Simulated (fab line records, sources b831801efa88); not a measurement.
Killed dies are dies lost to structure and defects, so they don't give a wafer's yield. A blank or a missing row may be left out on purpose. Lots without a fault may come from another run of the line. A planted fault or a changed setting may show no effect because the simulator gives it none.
fab line records | flow sky130
record lots=6 wafers=18 last_day=50
route steps=708 shown FIELD_ISO@6 PAD_OPEN@708
lots that met no fault: from a run of the same line without faults
start_h: hours from the record's first day to the start of the lot's first wafer shown | wait_h: hours since the lot's step before | " the same as in the row above | L1.1+2: a row that stands for several wafers | - no value, or no start given | * or withheld: withheld | < > ~ a bound
route shown NAME@n: a module of which the file shows steps, and the number in the route of the first | usual: mean/standard deviation of fault-free wafers | same: alike in all rows | chamber/n: place in a boat | sites: the reading at each site | _std_site: their standard deviation | _edge_site: outer sites' mean less inner sites' | radius_mm: how far each site lies from the wafer's centre | mask NAME#n: copy n | behind: the tool/chamber that last shaped the wafer | hold: why the lot was held/for how many hours/how that ended | device: the transistor (n, p or np) that didn't switch | end of line: the same wafers' tests at the end of the route | a step without rows: its recipe alone | killed: dies lost to structure and defects at the first sort, not the wafer's yield | map: a wafer's dies, x killed, . not, _ none there
set.NAME: the setting as run; set.NAME@STEP: as run at that earlier step | model.NAME: the simulator's own value behind a step, which no gauge read
lots at some steps of the route; a table a step, a row a wafer
services: from which hour (start_h, from the record's first day; less than 0 if before it) a tool's chamber was out of use, for how many hours, and why
## steps
# step SKY_FIELD_ISO_DEHYDRATE_05
# recipe temp_c=200 time_s=60
# step SKY_FIELD_ISO_HMDS_06
# recipe prime_time_s=60 prime_temp_c=120
# step SKY_FIELD_ISO_COAT_07
# recipe resist=BARC temp_c=withheld time_s=withheld spin_rpm=3000 resist_thk_nm=60
# step SKY_FIELD_ISO_COAT_08
# recipe resist=KrF-thick spin_rpm=3000 resist_thk_nm=450
# step SKY_FIELD_ISO_SOFTBAKE_09
# recipe temp_c=100 time_s=90 resist=KrF-thick
# step SKY_FIELD_ISO_EXPOSE_10
# recipe mask_id=FOM na=0.68 source_shape=annular sigma_inner=0.4 sigma_outer=0.8 target_cd_nm=150 dose_mj=28
# step SKY_FIELD_ISO_PEB_11
# recipe peb_temp_c=withheld peb_time_s=withheld resist=KrF-thick
# step SKY_FIELD_ISO_DEVELOP_12
# recipe develop_time_s=60 resist=KrF-thick dev_temp_c=21
# step SKY_FIELD_ISO_CD_MEAS_13
# recipe target_cd_nm=150
# usual cd_nm=150.1/1.4
# columns lot.wafer tool chamber start_h wait_h cd_nm
L283.1 cd_sem-01 - 65.66 - 150.6
L283.2 " - " " 150.6
L283.5 " - " " 150.5
L286.3 cd_sem-02 - 81.35 - 151.4
L286.4 " - " " 150.5
L286.5 " - " " 151.5
L287.1 cd_sem-02 - 87.97 - 150.9
L287.2 " - " " 152.1
L287.4 " - " " 151.3
L294.1 cd_sem-01 - 122.72 - 149.6
L294.3 " - " " 151.6
L294.4 " - " " 150.6
L297.1 cd_sem-02 - 138.16 - 146.3
L297.3 " - " " 147.9
L297.5 " - " " 147.1
L299.2 cd_sem-02 - 150.33 - 146.5
L299.3 " - " " 148.3
L299.6 " - " " 146.1
# step SKY_FIELD_ISO_ETCH_14
# recipe chemistry=N2/H2 target=BARC ion_energy_ev=200 source_w=516.5 bias_w=100 pressure_mtorr=30 n2_flow_sccm=100 h2_flow_sccm=200 stop_on=SiO2 time_s=45.9 target_depth_a=600
# usual bias_w=100.0/0.31 chamber_pressure_mTorr=29.997/0.029 drypump_motor_current_A=5.9/0.4 n2_flow_sccm=100.01/0.28 oes_product_au=0.855/0.005 throttle_valve_pct=13.223/0.0094
# columns lot.wafer tool chamber start_h wait_h bias_w chamber_pressure_mTorr drypump_motor_current_A n2_flow_sccm oes_product_au rf_hours_counter_h throttle_valve_pct
L283.1 rie_diel-03 1 65.78 0.1 99.9 30.004 5.8 100.36 0.854 1 13.220
L283.2 " 2 " " 100.3 29.976 5.3 100.31 0.856 170 13.220
L283.5 " 1 " " 100.6 29.969 5.8 100.13 0.856 - 13.212
L286.3 rie_diel-02 1 81.43 0.1 100.1 29.998 5.0 100.13 0.848 1 13.208
L286.4 " 2 " " 99.9 29.979 5.8 99.51 0.846 87 13.228
L286.5 " 0 " " 99.8 30.002 5.9 99.95 0.859 - 13.232
L287.1 rie_diel-02 0 88.09 0.1 99.7 29.996 5.9 99.69 0.862 7 13.223
L287.2 " 2 " " 100.1 30.057 5.8 99.84 0.851 87 13.231
L287.4 " 1 " " 100.4 30.038 5.1 100.46 0.857 1 13.216
L294.1 rie_diel-02 0 122.84 0.1 100.5 30.005 5.9 100.16 0.859 7 13.230
L294.3 " 2 " " 100.2 30.032 5.8 100.46 0.859 87 13.217
L294.4 " 1 " " 99.7 30.004 5.1 99.44 0.856 1 13.230
L297.1 rie_diel-03 1 138.28 0.1 100.4 29.960 5.8 99.93 0.856 3 13.214
L297.3 " 2 " " 99.8 30.016 5.3 100.20 0.858 1 13.221
L297.5 " 0 " " 100.0 29.989 6.4 100.58 0.865 - 13.223
L299.2 rie_diel-02 0 150.43 0.1 99.9 30.016 5.9 99.94 0.854 8 13.214
L299.3 " 3 " " 100.1 29.978 6.1 99.82 0.856 44 13.227
L299.6 " 0 " " 99.9 30.016 5.9 100.24 0.861 - 13.230
# step SKY_FIELD_ISO_ETCH_15
# recipe chemistry=CHF3/O2 target_depth_nm=180 stop_on=Si source_w=600 bias_w=200 pressure_mtorr=40 chf3_flow_sccm=50 O2_flow_sccm=5 time_s=72
# usual O2_flow_sccm=5.000/0.014 bias_w=200.0/0.56 drypump_motor_current_A=5.8/0.4 oes_product_au=0.950/0.0072 throttle_valve_pct=8.845/0.0086
# columns lot.wafer tool chamber start_h wait_h O2_flow_sccm bias_w drypump_motor_current_A oes_product_au rf_hours_counter_h throttle_valve_pct
L283.1 rie_diel-03 1 65.82 0.0 4.985 199.7 5.8 0.939 1 8.842
L283.2 " 2 " " 5.006 199.9 5.2 0.958 170 8.848
L283.5 " 1 " " 4.982 199.7 5.8 0.959 - 8.851
L286.3 rie_diel-02 1 81.47 0.0 4.994 200.0 5.1 0.953 1 8.857
L286.4 " 2 " " 4.993 200.2 5.8 0.961 87 8.842
L286.5 " 0 " " 4.982 200.0 5.9 0.942 - 8.835
L287.1 rie_diel-02 0 88.14 0.0 4.987 200.7 5.9 0.963 7 8.844
L287.2 " 2 " " 4.985 199.5 5.8 0.963 87 8.850
L287.4 " 1 " " 4.999 200.9 5.1 0.962 1 8.842
L294.1 rie_diel-02 0 122.89 0.0 4.989 199.8 5.9 0.958 7 8.842
L294.3 " 2 " " 5.010 200.7 5.9 0.950 87 8.857
L294.4 " 1 " " 4.992 201.2 5.1 0.965 2 8.844
L297.1 rie_diel-03 1 138.32 0.0 5.010 200.8 5.8 0.944 3 8.845
L297.3 " 2 " " 4.997 200.1 5.3 0.954 1 8.847
L297.5 " 0 " " 4.989 199.5 6.5 0.957 - 8.845
L299.2 rie_diel-02 0 150.47 0.0 5.006 200.5 5.9 0.953 8 8.829
L299.3 " 3 " " 4.980 200.3 6.1 0.948 44 8.851
L299.6 " 0 " " 5.011 200.9 5.9 0.957 - 8.853
# step SKY_FIELD_ISO_STRIP_16
# recipe chemistry=O2/N2 power_w=1400 pressure_mtorr=1500 platen_temp_c=withheld o2_flow_sccm=3000 n2_flow_sccm=300 overash_fraction=0.5
# usual drypump_motor_current_A=5.96/0.29 n2_flow_sccm=300.0/0.91 oes_product_au=0.378/0.0046 strip_time_to_endpoint_s=3.55/0.036
# columns lot.wafer tool chamber start_h wait_h drypump_motor_current_A n2_flow_sccm oes_product_au rf_hours_counter_h strip_time_to_endpoint_s
L283.1 plasma_asher-04 1 65.88 0.0 6.31 299.6 0.377 39 3.56
L283.2 " 0 " " 5.38 299.4 0.376 39 3.55
L283.5 " 1 " " 6.32 300.7 0.382 - 3.56
L286.3 plasma_asher-02 0 81.56 0.1 5.95 300.1 0.371 - 3.46
L286.4 " 1 " " 6.00 300.0 0.377 - 3.50
L286.5 " 0 " " 5.95 299.9 0.375 - 3.57
L287.1 plasma_asher-02 1 88.19 0.0 6.02 301.4 0.385 38 3.59
L287.2 " 0 " " 5.96 299.9 0.377 38 3.54
L287.4 " 0 " " 5.96 299.4 0.382 - 3.50
L294.1 plasma_asher-02 1 122.94 0.0 6.04 298.7 0.381 42 3.60
L294.3 " 0 " " 5.94 300.5 0.373 - 3.54
L294.4 " 1 " " 6.02 298.6 0.372 - 3.54
L297.1 plasma_asher-03 0 138.38 0.0 6.32 299.4 0.384 29 3.56
L297.3 " 0 " " 6.34 299.6 0.377 - 3.56
L297.5 " 0 " " 6.30 300.2 0.375 - 3.54
L299.2 plasma_asher-02 1 150.53 0.0 6.01 298.0 0.391 45 3.60
L299.3 " 1 " " 6.02 298.3 0.382 - 3.56
L299.6 " 0 " " 5.93 299.4 0.374 - 3.58
# step SKY_FIELD_ISO_ETCH_17
# recipe target_depth_a=3420 mask_material=Si3N4 chemistry=HBr/Cl2/O2 target=Si taper_deg=5 icp_w=600 bias_w=150 pressure_mtorr=15 HBr_flow_sccm=150 Cl2_flow_sccm=40 O2_flow_sccm=6 time_s=97.7
# usual HBr_flow_sccm=150.0/0.5 O2_flow_sccm=5.998/0.019 drypump_motor_current_A=5.3/0.35 oes_product_au=1.005/0.0097 throttle_valve_pct=25.653/0.011
# columns lot.wafer tool chamber start_h wait_h HBr_flow_sccm O2_flow_sccm drypump_motor_current_A oes_product_au rf_hours_counter_h throttle_valve_pct model.Si3N4_of_FIELD_ISO_CVD_03.thk_nm
L283.1 rie_si-02 1 65.98 0.1 150.6 5.999 4.9 1.015 4 25.637 150
L283.2 " 0 " " 150.3 5.977 5.5 0.991 76 25.678 152.5
L283.5 " 0 " " 150.5 5.993 5.4 0.987 - 25.651 152.3
L286.3 rie_si-01 3 81.63 0.0 - - - - - - 167.7
L286.4 " 3 " " - - - - - - 167.5
L286.5 " 0 " " - - - - - - 168.1
L287.1 rie_si-01 0 88.29 0.1 - - - - - - 167.1
L287.2 " 3 " " - - - - - - 167.9
L287.4 " 2 " " - - - - - - 168.8
L294.1 rie_si-01 3 123.04 0.1 149.8 6.032 5.6 1.002 1 25.640 154.4
L294.3 " 1 " " 150.4 6.003 4.9 1.010 2 25.651 152.2
L294.4 " 2 " " 150.2 6.009 5.0 1.002 10 25.662 152.8
L297.1 rie_si-02 2 138.48 0.1 150.1 6.007 5.8 1.008 3 25.654 151.5
L297.3 " 0 " " 149.6 6.001 5.5 1.009 77 25.643 152
L297.5 " 3 " " 150.7 5.995 5.9 1.016 - 25.666 152.9
L299.2 rie_si-01 0 150.63 0.1 150.5 6.007 5.5 0.997 54 25.663 152.6
L299.3 " 1 " " 149.9 5.959 4.9 1.021 3 25.643 151
L299.6 " 3 " " 149.3 6.001 5.6 1.002 - 25.672 152.5
# step SKY_FIELD_ISO_WET_ETCH_18
# recipe chemistry=H3PO4 target_depth_nm=25 temp_c=160 target=Si3N4 time_s=286
# step SKY_FIELD_ISO_CLEAN_19
# recipe chemistry=SC1/SC2 mix=1:4:20 temp_c=70 time_s=150
# step SKY_FIELD_ISO_CLEAN_20
# recipe chemistry=dHF time_s=20 dilution=100:1
# step SKY_FIELD_ISO_WET_ETCH_21
# recipe chemistry=dHF dilution=100:1 target_depth_nm=20 dry=ipa_marangoni target=SiO2 temp_c=25 time_s=400
# step SKY_FIELD_ISO_OXIDATION_22
# recipe temp_c=950 ambient=O2 stabilise_s=600 purge_s=300 target_thk_a=100 ox_time_s=623
# step SKY_FIELD_ISO_CVD_24
# recipe material=SiO2 target_thk_nm=595 temp_c=650 sigma_open_frac=0.3 time_s=99.2 sih4_flow_sccm=60 pressure_mtorr=6
# step SKY_FIELD_ISO_ANNEAL_26
# recipe temp_c=1000 time_s=1800 ambient=N2
# step SKY_FIELD_ISO_CMP_27
# recipe stop_on=Si3N4 t_overpolish_s=16 down_force_psi=4 platen_rpm=60 target_thk_nm=457.8 pad_velocity_m_s=0.94248
# usual motor_current_A=11.9/0.51 platen_rpm=60.00/0.035
# columns lot.wafer tool chamber start_h wait_h motor_current_A platen_rpm
L283.2 cmp-02 2 70.44 0.0 12.0 60.05
L283.1 " 1 " " 11.1 60.03
L283.5 " 3 " " 11.2 59.97
L286.3 cmp-02 0 86.14 0.1 12.1 60.00
L286.4 " 1 " " 11.4 60.02
L286.5 " 2 " " 11.0 59.98
L287.4 cmp-01 1 94.37 0.0 12.5 59.94
L287.1 " 2 " " 12.2 60.01
L287.2 " 3 " " 12.3 59.95
L294.1 cmp-02 3 126.52 0.3 11.6 59.99
L294.4 " 0 " " 11.7 60.02
L294.3 " 1 " " 10.7 60.03
L297.3 cmp-02 0 141.69 0.0 11.8 59.99
L297.1 " 1 " " 11.4 59.99
L297.5 " 0 " " 11.0 60.00
L299.2 cmp-02 3 155.42 0.0 11.9 60.01
L299.3 " 2 " " 11.5 59.96
L299.6 " 0 " " 11.9 60.03
# step SKY_FIELD_ISO_WET_ETCH_28
# recipe chemistry=dHF target_depth_nm=23.7 target=SiO2 dilution=10:1 temp_c=25 time_s=47
# usual bath_heat_duty_pct=6.4/0.93 run_length_s=76/3.4
# columns lot.wafer tool chamber start_h wait_h bath_heat_duty_pct run_length_s model.Si3N4_of_FIELD_ISO_CVD_03.thk_nm
L283.1 wet_bench-01 0 70.74 0.1 7.6 72 119.2
L283.2 " 0 " " 7.0 72 121.8
L283.5 " 0 " " 8.2 72 121.6
L286.3 wet_bench-01 3 86.34 0.1 6.4 75 137.5
L286.4 " 3 " " 6.5 75 137.2
L286.5 " 3 " " 4.6 75 137.9
L287.1 wet_bench-01 0 94.67 0.2 7.4 74 135.9
L287.2 " 0 " " 7.3 74 136.7
L287.4 " 0 " " 6.8 74 137.8
L294.1 wet_bench-03 3 126.82 0.2 6.3 71 123.3
L294.3 " 3 " " 6.4 71 121.1
L294.4 " 3 " " 5.8 71 121.7
L297.1 wet_bench-01 0 141.99 0.2 7.3 79 121.6
L297.3 " 0 " " 8.0 79 122
L297.5 " 0 " " 7.7 79 122.9
L299.2 wet_bench-03 3 155.72 0.2 6.1 71 121.7
L299.3 " 3 " " 6.0 71 120.2
L299.6 " 3 " " 6.5 71 121.5
# step SKY_FIELD_ISO_WET_ETCH_29
# recipe chemistry=H3PO4 target_depth_nm=160 target=Si3N4 temp_c=160 time_s=1825
# step SKY_PAD_OPEN_PROBE_99
# usual killed_at_M0_to_M3=43/6.6 killed_at_M4_up=3.4/1.8 killed_at_contacts=24/4.9 killed_at_front_end=15/4.1 killed_at_other=0.3/0.55 killed_dies=85/8.8 killed_on_rim=17/3.7 killed_open=46/6.1 killed_short=39/5.7
# same gross_dies=492 killed_at_back_side=0
# columns lot.wafer tool chamber start_h wait_h killed_at_M0_to_M3 killed_at_M4_up killed_at_contacts killed_at_front_end killed_at_other killed_dies killed_on_rim killed_open killed_short
L283.1 prober-01 - 1121.72 0.1 46 4 27 13 1 91 19 49 39
L283.2 prober-01 - 1121.77 0.1 47 2 30 13 0 92 21 45 45
L283.5 prober-01 - 1121.92 0.2 48 1 27 8 0 84 16 41 43
L286.3 prober-02 - 1139.37 0.2 40 4 28 419 1 492 96 48 38
L286.4 prober-02 - 1139.42 0.2 46 4 23 419 0 492 96 49 40
L286.5 prober-02 - 1139.47 0.2 49 3 35 405 0 492 96 52 46
L287.1 prober-01 - 1145.70 0.1 47 1 30 414 0 492 96 49 44
L287.2 prober-01 - 1145.75 0.1 49 5 19 419 0 492 96 47 39
L287.4 prober-01 - 1145.85 0.2 41 3 24 424 0 492 96 44 35
# killed by level:class
L283.1 CONTACT:geometric_particle:open=9 LI_CONTACT:geometric_particle:open=8 VIA1:geometric_particle:open=8 VIA1:geometric_particle:short=7 VIA2:geometric_particle:open=7 LOCAL_INTERCONNECT:geometric_particle:short=6 METAL1:geometric_particle:short=6 METAL2:geometric_particle:open=4
L283.2 VIA1:geometric_particle:open=14 LI_CONTACT:geometric_particle:open=8 CONTACT:geometric_particle:short=8 CONTACT:geometric_particle:open=8 VIA2:geometric_particle:open=7 METAL1:geometric_particle:short=5 VIA1:geometric_particle:short=5 VIA3:geometric_particle:open=5
L283.5 CONTACT:geometric_particle:open=12 METAL2:geometric_particle:short=7 VIA1:geometric_particle:open=7 VIA1:geometric_particle:short=6 LI_CONTACT:geometric_particle:open=6 VIA3:geometric_particle:open=6 METAL1:geometric_particle:short=6 LOCAL_INTERCONNECT:geometric_particle:short=5
L286.3 FIELD_ISO:area_etch=406 LI_CONTACT:geometric_particle:open=13 CONTACT:geometric_particle:open=7 VIA2:geometric_particle:open=7 VIA1:geometric_particle:short=7 VIA3:geometric_particle:open=6 LI_CONTACT:geometric_particle:short=5 POLY_GATE:geometric_particle:open=4
L286.4 FIELD_ISO:area_etch=403 LI_CONTACT:geometric_particle:open=11 VIA1:geometric_particle:open=11 VIA2:geometric_particle:open=7 VIA2:geometric_particle:short=6 CONTACT:geometric_particle:short=5 METAL2:geometric_particle:short=5 FIELD_ISO:geometric_particle:short=4
L286.5 FIELD_ISO:area_etch=394 CONTACT:geometric_particle:open=11 VIA1:geometric_particle:short=8 VIA2:geometric_particle:open=8 VIA3:geometric_particle:open=7 LI_CONTACT:geometric_particle:short=7 VIA1:geometric_particle:open=6 LI_CONTACT:geometric_particle:open=6
L287.1 FIELD_ISO:area_etch=398 VIA1:geometric_particle:open=13 CONTACT:geometric_particle:open=11 LOCAL_INTERCONNECT:geometric_particle:short=8 METAL1:geometric_particle:short=7 VIA2:geometric_particle:open=7 LI_CONTACT:geometric_particle:open=6 VIA3:geometric_particle:open=5
L287.2 FIELD_ISO:area_etch=406 VIA3:geometric_particle:open=10 METAL1:geometric_particle:short=7 VIA1:geometric_particle:open=7 LI_CONTACT:geometric_particle:open=6 VIA2:geometric_particle:open=6 VIA3:geometric_particle:short=5 CONTACT:geometric_particle:open=5
L287.4 FIELD_ISO:area_etch=412 VIA1:geometric_particle:open=9 LI_CONTACT:geometric_particle:open=8 CONTACT:geometric_particle:open=7 VIA3:geometric_particle:open=6 VIA2:geometric_particle:open=6 VIA1:geometric_particle:short=5 METAL1:geometric_particle:short=5
# map L286.3 (x killed, . not)
__________xxxxxxxxxx_________
________xxxxxxxxxxxxxx_______
______xxxxxxxxxxxxxxxxxx_____
_____xxxxxxxxxxxxxxxxxxxx____
____xxxxxxxxxxxxxxxxxxxxxx___
___xxxxxxxxxxxxxxxxxxxxxxxx__
__xxxxxxxxxxxxxxxxxxxxxxxxxx_
_xxxxxxxxxxxxxxxxxxxxxxxxxxxx
_xxxxxxxxxxxxxxxxxxxxxxxxxxxx
_xxxxxxxxxxxxxxxxxxxxxxxxxxxx
_xxxxxxxxxxxxxxxxxxxxxxxxxxxx
_xxxxxxxxxxxxxxxxxxxxxxxxxxxx
_xxxxxxxxxxxxxxxxxxxxxxxxxxxx
_xxxxxxxxxxxxxxxxxxxxxxxxxxxx
_xxxxxxxxxxxxxxxxxxxxxxxxxxxx
__xxxxxxxxxxxxxxxxxxxxxxxxxx_
___xxxxxxxxxxxxxxxxxxxxxxxx__
____xxxxxxxxxxxxxxxxxxxxxx___
_____xxxxxxxxxxxxxxxxxxxx____
______xxxxxxxxxxxxxxxxxx_____
________xxxxxxxxxxxxxx_______
__________xxxxxxxxxx_________
# map L287.1 (x killed, . not)
__________xxxxxxxxxx_________
________xxxxxxxxxxxxxx_______
______xxxxxxxxxxxxxxxxxx_____
_____xxxxxxxxxxxxxxxxxxxx____
____xxxxxxxxxxxxxxxxxxxxxx___
___xxxxxxxxxxxxxxxxxxxxxxxx__
__xxxxxxxxxxxxxxxxxxxxxxxxxx_
_xxxxxxxxxxxxxxxxxxxxxxxxxxxx
_xxxxxxxxxxxxxxxxxxxxxxxxxxxx
_xxxxxxxxxxxxxxxxxxxxxxxxxxxx
_xxxxxxxxxxxxxxxxxxxxxxxxxxxx
_xxxxxxxxxxxxxxxxxxxxxxxxxxxx
_xxxxxxxxxxxxxxxxxxxxxxxxxxxx
_xxxxxxxxxxxxxxxxxxxxxxxxxxxx
_xxxxxxxxxxxxxxxxxxxxxxxxxxxx
__xxxxxxxxxxxxxxxxxxxxxxxxxx_
___xxxxxxxxxxxxxxxxxxxxxxxx__
____xxxxxxxxxxxxxxxxxxxxxx___
_____xxxxxxxxxxxxxxxxxxxx____
______xxxxxxxxxxxxxxxxxx_____
________xxxxxxxxxxxxxx_______
__________xxxxxxxxxx_________
## services
# columns tool chamber start_h hours kind
rie_si-02 3 47.83 - clean
rie_si-02 3 47.83 18.9 scheduled_down
cmp-02 - 50.08 1.6 repair
cmp-02 - 64.00 4.0 pm
cmp-02 - 68.00 - consumable_replace:conditioner
cmp-02 - 68.00 - consumable_replace:pad
plasma_asher-03 - 69.39 4.0 repair
rie_si-02 - 69.46 2.8 pm
rie_si-01 3 70.37 5.5 repair
rie_diel-03 2 76.33 - clean
rie_diel-03 2 76.33 16.7 scheduled_down
rie_diel-03 2 76.33 16.7 vent_cycle
rie_si-01 2 79.90 6.9 repair
cmp-01 - 97.70 0.5 repair
rie_si-01 2 101.22 3.8 repair
rie_si-02 3 101.42 6.8 repair
rie_diel-02 0 103.91 7.1 repair
cmp-01 - 121.46 6.6 pm
rie_si-01 - 123.28 2.8 pm
cmp-02 - 130.80 3.9 repair
plasma_asher-04 - 132.59 1.7 repair
rie_diel-02 1 143.06 9.4 repair
plasma_asher-03 - 143.47 2.8 pm
rie_diel-03 - 145.69 0.4 repair
## key
first_sign step=SKY_FIELD_ISO_ETCH_17 reading=tool_record direction=missing
effect step=SKY_PAD_OPEN_PROBE_99 reading=killed_at_front_end direction=up sigmas=98 usual=15 struck=417
model_effect step=SKY_FIELD_ISO_ETCH_17 value=Si3N4_of_FIELD_ISO_CVD_03.thk_nm without=152.9 struck=167.9
model_effect step=SKY_FIELD_ISO_WET_ETCH_28 value=Si3N4_of_FIELD_ISO_CVD_03.thk_nm without=122.2 struck=137.2
more_kills_born_at SKY_FIELD_ISO_ETCH_17@rie_si-01=2419
met_at SKY_FIELD_ISO_ETCH_17
struck_wafers L286.3,L286.4,L286.5,L287.1,L287.2,L287.4
later_rows_left_out L286.3,L286.4,L286.5,L287.1,L287.2,L287.4
tester_left_out L286,L287
fault kind=skipped_step_whole tool=rie_si-01 chamber=- onset_h=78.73 steps=SKY_FIELD_ISO_ETCH_17 scope=struck_lots_only
# tester_left_out: of these lots the tester's yield and bins aren't shown, on N5 and GAA mostly nor the transistor test; their killed dies are dies lost to structure and defects alone, not to doping, threshold or leakage, so they don't give the yield
# later_rows_left_out: the simulator's readings of these wafers behind a module that went badly wrong aren't trusted and aren't shown, but for the sort
